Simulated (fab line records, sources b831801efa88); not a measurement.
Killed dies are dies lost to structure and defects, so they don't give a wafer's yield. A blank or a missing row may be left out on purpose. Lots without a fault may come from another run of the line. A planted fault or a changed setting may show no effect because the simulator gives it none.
fab line records | flow sky130
record lots=6 wafers=18 last_day=50
route steps=708 shown SALICIDE@361 LI_CONTACT@362
lots that met no fault: from a run of the same line without faults
start_h: hours from the record's first day to the start of the lot's first wafer shown | wait_h: hours since the lot's step before | " the same as in the row above | L1.1+2: a row that stands for several wafers | - no value, or no start given | * or withheld: withheld | < > ~ a bound
route shown NAME@n: a module of which the file shows steps, and the number in the route of the first | usual: mean/standard deviation of fault-free wafers | same: alike in all rows | chamber/n: place in a boat | sites: the reading at each site | _std_site: their standard deviation | _edge_site: outer sites' mean less inner sites' | radius_mm: how far each site lies from the wafer's centre | mask NAME#n: copy n | behind: the tool/chamber that last shaped the wafer | hold: why the lot was held/for how many hours/how that ended | device: the transistor (n, p or np) that didn't switch | end of line: the same wafers' tests at the end of the route | a step without rows: its recipe alone | killed: dies lost to structure and defects at the first sort, not the wafer's yield | map: a wafer's dies, x killed, . not, _ none there
set.NAME: the setting as run; set.NAME@STEP: as run at that earlier step | model.NAME: the simulator's own value behind a step, which no gauge read
lots at some steps of the route; a table a step, a row a wafer
services: from which hour (start_h, from the record's first day; less than 0 if before it) a tool's chamber was out of use, for how many hours, and why
## steps
# step SKY_SALICIDE_CLEAN_00
# recipe chemistry=HF-last time_s=30 dilution=100:1 dry=ipa_marangoni
# step SKY_LI_CONTACT_HDPCVD_00
# recipe material=PSG target_thk_nm=930 sigma_open_frac=0.3 time_s=155 temp_c=600 sih4_flow_sccm=60 pressure_mtorr=6
# step SKY_LI_CONTACT_THK_MEAS_01
# recipe reads=PSG_of_LI_CONTACT_HDPCVD_00
# usual LI_CONTACT_HDPCVD_THK=925/7.8
# columns lot.wafer tool chamber start_h wait_h LI_CONTACT_HDPCVD_THK[nm]
L549.1 film_metro-03 - 736.35 0.1 918
L549.3 " - " " 922
L549.5 " - " " 917
L553.2 film_metro-04 - 763.57 0.1 924
L553.3 " - " " 924
L553.6 " - " " 930
L554.2 film_metro-04 - 773.71 0.1 923
L554.3 " - " " 934
L554.5 " - " " 926
L555.2 film_metro-01 - 777.67 0.1 936
L555.4 " - " " 929
L555.5 " - " " 929
L561.1 film_metro-03 - 819.44 0.1 928
L561.3 " - " " 925
L561.4 " - " " 919
L562.1 film_metro-03 - 840.60 0.1 909
L562.2 " - " " 926
L562.6 " - " " 917
# step SKY_LI_CONTACT_CMP_02
# recipe material=PSG down_force_psi=4 platen_rpm=60 pad_velocity_m_s=0.94248
# usual motor_current_A=12.2/0.94 time_to_endpoint_s=32.6/2.4
# columns lot.wafer tool chamber start_h wait_h motor_current_A time_to_endpoint_s
L549.3 cmp-01 0 736.41 0.0 11.1 33.7
L549.1 " 2 " " 10.5 37.3
L549.5 " 1 " " 13.1 34.6
L553.3 cmp-01 1 763.67 0.1 13.6 34.9
L553.2 " 2 " " 11.2 37.1
L553.6 " 0 " " 11.4 34.7
L554.3 cmp-02 3 773.81 0.1 13.2 33.7
L554.2 " 0 " " 10.9 33.6
L554.5 " 2 " " 12.9 31.8
L555.2 cmp-01 2 778.02 0.3 11.2 32.2
L555.4 " 0 " " 11.2 31.6
L555.5 " 2 " " 11.3 33.2
L561.1 cmp-02 2 819.50 0.1 12.9 31.7
L561.4 " 3 " " 12.5 30.2
L561.3 " 1 " " 12.9 32.2
L562.1 cmp-01 2 840.66 0.1 11.7 33.9
L562.2 " 0 " " 11.2 35.3
L562.6 " 3 " " 12.3 32.6
# step SKY_LI_CONTACT_BOW_MEAS_03
# recipe mode=bow
# usual LI_CONTACT_BOW=55/6.3
# columns lot.wafer tool chamber start_h wait_h LI_CONTACT_BOW[um]
L549.1 film_metro-04 - 736.71 0.1 55
L549.3 " - " " 56
L549.5 " - " " 51
L553.2 film_metro-03 - 763.94 0.2 50
L553.3 " - " " 49
L553.6 " - " " 55
L554.2 film_metro-03 - 774.08 0.2 51
L554.3 " - " " 64
L554.5 " - " " 66
L555.2 film_metro-03 - 778.29 0.2 64
L555.4 " - " " 54
L555.5 " - " " 52
L561.1 film_metro-04 - 819.80 0.2 59
L561.3 " - " " 52
L561.4 " - " " 61
L562.1 film_metro-04 - 840.99 0.3 53
L562.2 " - " " 50
L562.6 " - " " 60
# step SKY_LI_CONTACT_DEHYDRATE_04
# recipe temp_c=200 time_s=60
# step SKY_LI_CONTACT_HMDS_05
# recipe prime_time_s=60 prime_temp_c=120
# step SKY_LI_CONTACT_COAT_06
# recipe resist=BARC temp_c=withheld time_s=withheld spin_rpm=3000 resist_thk_nm=60
# step SKY_LI_CONTACT_COAT_07
# recipe resist=KrF-thick spin_rpm=3000 resist_thk_nm=450
# step SKY_LI_CONTACT_SOFTBAKE_08
# recipe temp_c=100 time_s=90 resist=KrF-thick
# step SKY_LI_CONTACT_EXPOSE_09
# recipe mask_id=LICM1 na=0.8 source_shape=annular sigma_inner=0.55 sigma_outer=0.85 target_cd_nm=170 dose_mj=38
# step SKY_LI_CONTACT_PEB_10
# recipe peb_temp_c=withheld peb_time_s=withheld resist=KrF-thick
# step SKY_LI_CONTACT_DEVELOP_11
# recipe develop_time_s=60 resist=KrF-thick dev_temp_c=21
# usual chill_plate_temp_C=23.00/0.11 develop_time_s=60/0
# columns lot.wafer tool chamber start_h wait_h chill_plate_temp_C develop_time_s model.KrF-thick_of_LI_CONTACT_COAT_07.thk_nm
L549.1 litho_track-02 0 764 - 23.05 60 438.4
L549.3 " 0 " " 23.03 60 437.4
L549.5 " 0 " " 23.10 60 437.2
L553.2 litho_track-02 - 790 - - - 449.8
L553.3 " - " " - - 449.2
L553.6 " - " " - - 448.6
L554.2 litho_track-04 - 800 - - - 449.5
L554.3 " - 801 - - - 450.2
L554.5 " - " " - - 447.9
L555.2 litho_track-02 0 804 - 23.06 60 436.5
L555.4 " 0 " " 22.98 60 435.9
L555.5 " 0 " " 22.79 60 438.1
L561.1 litho_track-03 0 846 - 22.93 60 437.5
L561.3 " 0 " " 22.87 60 437.7
L561.4 " 0 " " 22.86 60 435.8
L562.1 litho_track-04 0 867 - 22.98 60 437.1
L562.2 " 0 " " 22.93 60 435.6
L562.6 " 0 " " 23.08 60 436.9
# step SKY_LI_CONTACT_CD_MEAS_12
# recipe target_cd_nm=170
# usual cd_nm=170.1/1.5
# columns lot.wafer tool chamber start_h wait_h cd_nm
L549.1 cd_sem-01 - 764.85 - 168.4
L549.3 " - " " 169.8
L549.5 " - " " 166.6
L553.2 cd_sem-01 - 790.96 - -
L553.3 " - " " -
L553.6 " - " " -
L554.2 cd_sem-01 - 801.25 - -
L554.3 " - " " -
L554.5 " - " " -
L555.2 cd_sem-01 - 804.61 - 170.8
L555.4 " - " " 170.2
L555.5 " - " " 171.9
L561.1 cd_sem-01 - 846.31 - 169.0
L561.3 " - " " 172.1
L561.4 " - " " 170.7
L562.1 cd_sem-01 - 867.37 - 171.4
L562.2 " - " " 171.3
L562.6 " - " " 170.3
## services
# columns tool chamber start_h hours kind
cmp-02 - 744.11 4.0 pm
cmp-02 - 748.11 - consumable_replace:conditioner
cmp-02 - 748.11 - consumable_replace:pad
cmp-02 - 752.00 2.2 repair
cmp-01 - 765.61 1.4 repair
cmp-02 - 776.94 2.9 repair
cmp-01 - 851.03 0.9 repair
cmp-01 - 857.49 1.8 repair
cmp-01 - 862.21 9.2 pm
## key
first_sign step=SKY_LI_CONTACT_DEVELOP_11 reading=tool_record direction=missing
effect none on later readings
model_effect step=SKY_LI_CONTACT_DEVELOP_11 value=KrF-thick_of_LI_CONTACT_COAT_07.thk_nm without=435.1 struck=449.2
met_at SKY_LI_CONTACT_DEVELOP_11
struck_wafers L553.2,L553.3,L553.6,L554.2,L554.3,L554.5
later_rows_left_out L553.2,L553.3,L553.6,L554.2,L554.3,L554.5
sort_left_out L553.2,L553.3,L553.6,L554.2,L554.3,L554.5
tester_left_out L553,L554
onset_between 764 790
fault kind=skipped_step_whole tool=litho_track-02,litho_track-04 chamber=- onset_h=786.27 steps=SKY_LI_CONTACT_DEVELOP_11 scope=struck_lots_only
# tester_left_out: of these lots the tester's yield and bins aren't shown, on N5 and GAA mostly nor the transistor test; their killed dies are dies lost to structure and defects alone, not to doping, threshold or leakage, so they don't give the yield
# sort_left_out: the simulated sort isn't trusted on such a fault, so these wafers' sort isn't shown, and their yield isn't known
# later_rows_left_out: the simulator's readings of these wafers behind a module that went badly wrong aren't trusted and aren't shown, but for the sort
